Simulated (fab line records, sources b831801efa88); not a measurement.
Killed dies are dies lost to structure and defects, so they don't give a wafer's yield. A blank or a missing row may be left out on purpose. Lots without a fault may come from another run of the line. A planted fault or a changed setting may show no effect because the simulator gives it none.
Which tool did it? | flow sky130 | 24 lots, 72 wafers sampled, at 4 steps of a route of 708

WHAT THE GAUGES READ, wafer by wafer
SKY_DNWELL_TW_MEAS_09. Usual: DNWELL_TW 1116, standard deviation 9.8.
lot  | measured    | on            | DNWELL_TW      | flag
L074 | day 3 03:25 | film_metro-01 | 1125 1123 1133 |
L075 | day 3 11:57 | film_metro-01 | 1117 1117 1121 |
L076 | day 3 16:11 | film_metro-03 | 1132 1129 1127 |
L077 | day 3 20:37 | film_metro-02 | 1102 1099 1103 |
L078 | day 4 02:32 | film_metro-01 | 1103 1098 1100 |
L079 | day 4 12:37 | film_metro-03 | 1123 1133 1125 |
L080 | day 4 15:09 | film_metro-03 | 1123 1123 1129 |
L081 | day 4 18:45 | film_metro-02 | 1100 1102 1099 |
L082 | day 4 22:30 | film_metro-03 | 1123 1130 1123 |
L083 | day 5 05:23 | film_metro-02 | 1112 1105 1100 |
L084 | day 5 10:16 | film_metro-01 | 1126 1124 1123 |
L085 | day 5 14:10 | film_metro-03 | 1115 1118 1124 |
L086 | day 5 19:46 | film_metro-01 | 1120 1118 1116 |
L087 | day 6 03:10 | film_metro-03 | 1116 1120 1126 |
L088 | day 6 06:55 | film_metro-02 | 1110 1106 1112 |
L089 | day 6 12:56 | film_metro-01 | 1122 1115 1123 |
L090 | day 6 17:54 | film_metro-01 | 1119 1115 1117 |
L091 | day 6 23:22 | film_metro-02 | 1111 1107 1110 |
L092 | day 7 04:22 | film_metro-01 | 1106 1110 1111 |
L093 | day 7 09:16 | film_metro-03 | 1131 1132 1129 |
L094 | day 7 13:45 | film_metro-01 | 1103 1106 1104 |
L095 | day 7 21:07 | film_metro-01 | 1108 1113 1110 |
L096 | day 8 02:37 | film_metro-01 | 1107 1104 1102 |
L097 | day 8 07:41 | film_metro-03 | 1116 1113 1114 |

SKY_VT_ADJUST_HVTR_CD_MEAS_07: target cd 380 nm. Usual: cd_nm 379.9 nm, standard deviation 2.5.
lot  | measured     | on        | cd_nm (nm)        | flag
L074 | day 9 10:43  | cd_sem-02 | 378.9 380.3 378.1 |
L075 | day 9 22:03  | cd_sem-01 | 380.1 381.9 382.4 |
L076 | day 10 02:52 | cd_sem-01 | 376.8 380.1 379.1 |
L077 | day 10 09:12 | cd_sem-01 | 379.0 379.7 380.7 |
L078 | day 10 18:44 | cd_sem-01 | 382.0 380.9 379.7 |
L079 | day 11 07:49 | cd_sem-02 | 382.0 380.6 380.0 |
L080 | day 11 10:48 | cd_sem-01 | 374.6 376.1 376.5 |
L081 | day 11 14:31 | cd_sem-01 | 382.6 383.7 382.2 |
L082 | day 11 20:16 | cd_sem-01 | 381.0 381.2 381.5 |
L083 | day 12 06:23 | cd_sem-02 | 377.8 380.9 377.5 |
L084 | day 12 12:43 | cd_sem-01 | 378.7 379.9 380.2 |
L085 | day 12 19:39 | cd_sem-01 | 383.3 383.1 385.2 |
L086 | day 13 02:35 | cd_sem-01 | 377.7 376.8 379.2 |
L087 | day 13 10:04 | cd_sem-01 | 380.9 382.9 380.7 |
L088 | day 13 16:16 | cd_sem-01 | 375.5 378.5 375.5 |
L089 | day 14 01:28 | cd_sem-02 | 380.3 382.8 379.0 |
L090 | day 14 06:10 | cd_sem-02 | 375.6 378.3 379.3 |
L091 | day 14 12:59 | cd_sem-02 | 383.7 385.1 385.0 |
L092 | day 14 21:02 | cd_sem-01 | 379.1 379.9 381.7 |
L093 | day 15 04:40 | cd_sem-01 | 379.3 378.6 380.4 |
L094 | day 15 10:02 | cd_sem-01 | 381.7 383.6 382.0 |
L095 | day 15 20:26 | cd_sem-02 | 380.5 379.2 382.5 |
L096 | day 16 01:27 | cd_sem-02 | 383.0 379.2 378.9 |
L097 | day 16 11:34 | cd_sem-01 | 376.3 376.3 376.5 |

SKY_CAPM_OVL_MEAS_12. Usual: CAPM_OVL -0.7 nm, standard deviation 1.4.
lot  | measured     | on         | CAPM_OVL (nm)  | flag
L074 | day 37 09:53 | overlay-01 | 0.5 1.3 -1.2   |
L075 | day 37 23:37 | overlay-01 | 0.7 0.1 0.9    |
L076 | day 38 05:28 | overlay-01 | -2.3 -1.4 -2.4 |
L077 | day 38 16:43 | overlay-01 | -0.4 -1.2 0.3  |
L078 | day 39 06:57 | overlay-01 | -1.4 -1.8 0.2  |
L079 | day 39 15:55 | overlay-01 | 0.3 -0.5 -0.1  |
L080 | day 39 21:56 | overlay-01 | -2.9 -2.7 -2.6 |
L081 | day 39 21:16 | overlay-02 | -0.1 -1.0 -0.3 |
L082 | day 40 07:10 | overlay-01 | -1.2 -1.7 -0.6 |
L083 | day 40 10:41 | overlay-02 | 1.7 -0.9 0.0   |
L084 | day 41 02:25 | overlay-01 | -0.6 -1.0 1.0  |
L085 | day 41 04:16 | overlay-02 | -2.9 -3.9 -2.2 |
L086 | day 41 12:01 | overlay-01 | -1.6 -0.9 -0.6 |
L087 | day 41 17:31 | overlay-02 | 1.3 0.0 0.6    |
L088 | day 41 23:35 | overlay-01 | -1.3 -0.9 -0.6 |
L089 | day 42 05:10 | overlay-01 | -1.8 0.8 -0.8  |
L090 | day 42 07:01 | overlay-02 | -0.3 0.2 0.8   |
L091 | day 42 14:22 | overlay-02 | 1.0 -0.5 -0.6  |
L092 | day 43 02:25 | overlay-01 | -2.2 -2.9 -1.6 |
L093 | day 43 06:10 | overlay-01 | 0.6 1.2 0.8    |
L094 | day 43 13:28 | overlay-02 | -0.9 -0.2 -0.6 |
L095 | day 43 21:53 | overlay-02 | 1.2 0.9 -0.4   |
L096 | day 44 00:07 | overlay-01 | -2.1 -1.1 -2.5 |
L097 | day 44 05:14 | overlay-02 | -1.0 -0.2 -1.0 |

SKY_VIA3_OVL_MEAS_13. Usual: VIA3_OVL 3 nm, standard deviation 5.6.
lot  | measured     | on         | VIA3_OVL (nm) | flag
L074 | day 39 15:22 | overlay-01 | -1 3 -2       |
L075 | day 40 05:30 | overlay-01 | 4 9 10        |
L076 | day 40 09:50 | overlay-02 | 8 3 -1        |
L077 | day 40 21:33 | overlay-01 | -1 -7 2       |
L078 | day 41 11:33 | overlay-02 | 5 3 6         |
L079 | day 41 19:23 | overlay-01 | 17 9 14       |
L080 | day 42 01:12 | overlay-02 | 12 8 7        |
L081 | day 42 00:22 | overlay-02 | -4 0 0        |
L082 | day 42 10:39 | overlay-02 | 0 -4 3        |
L083 | day 42 13:35 | overlay-01 | -1 4 7        |
L084 | day 43 05:21 | overlay-01 | -4 0 1        |
L085 | day 43 07:16 | overlay-02 | -5 -7 -4      |
L086 | day 43 14:43 | overlay-02 | 7 8 11        |
L087 | day 43 19:47 | overlay-02 | 11 10 7       |
L088 | day 44 00:38 | overlay-02 | 1 1 -2        |
L089 | day 44 06:59 | overlay-02 | 4 6 5         |
L090 | day 44 08:29 | overlay-01 | 9 2 -3        |
L091 | day 44 16:26 | overlay-02 | 8 9 6         |
L092 | day 45 02:13 | overlay-01 | -3 -5 -4      |
L093 | day 45 06:10 | overlay-01 | 7 5 6         |
L094 | day 45 12:14 | overlay-02 | 5 9 8         |
L095 | day 45 19:32 | overlay-01 | -1 5 0        |
L096 | day 45 22:00 | overlay-01 | -6 -1 -7      |
L097 | day 46 02:46 | overlay-02 | 5 2 0         |

WHICH TOOL RAN EACH LOT (tool, then ch and the chambers of the sampled wafers, then the start)
The record holds no process step before these readings.

WHAT THE TOOLS THEMSELVES READ (means of the sampled wafers that have a number; where no wafer has one, the mark that the record gives instead)
The record holds no such reading with a usual standard deviation.

THE ANSWER, worked out from the rows above alone
Rule: a lot is off if the mean of its wafers that have a number lies more than 3 standard deviations from the usual mean. A lot without any number at a reading at which 4 lots or more have one is off too. The other lots that the step has rows for count as sound. The gauges are gone through in route order, then the tools' own readings, and for those a lot's mean is taken as printed above. The first step at which some lot is off is used, and at that step the reading that is off furthest; a lot without a number counts as furthest.
No lot is off at any reading shown: from this, nothing can be told.

WHAT THE SIMULATOR HAD PUT IN
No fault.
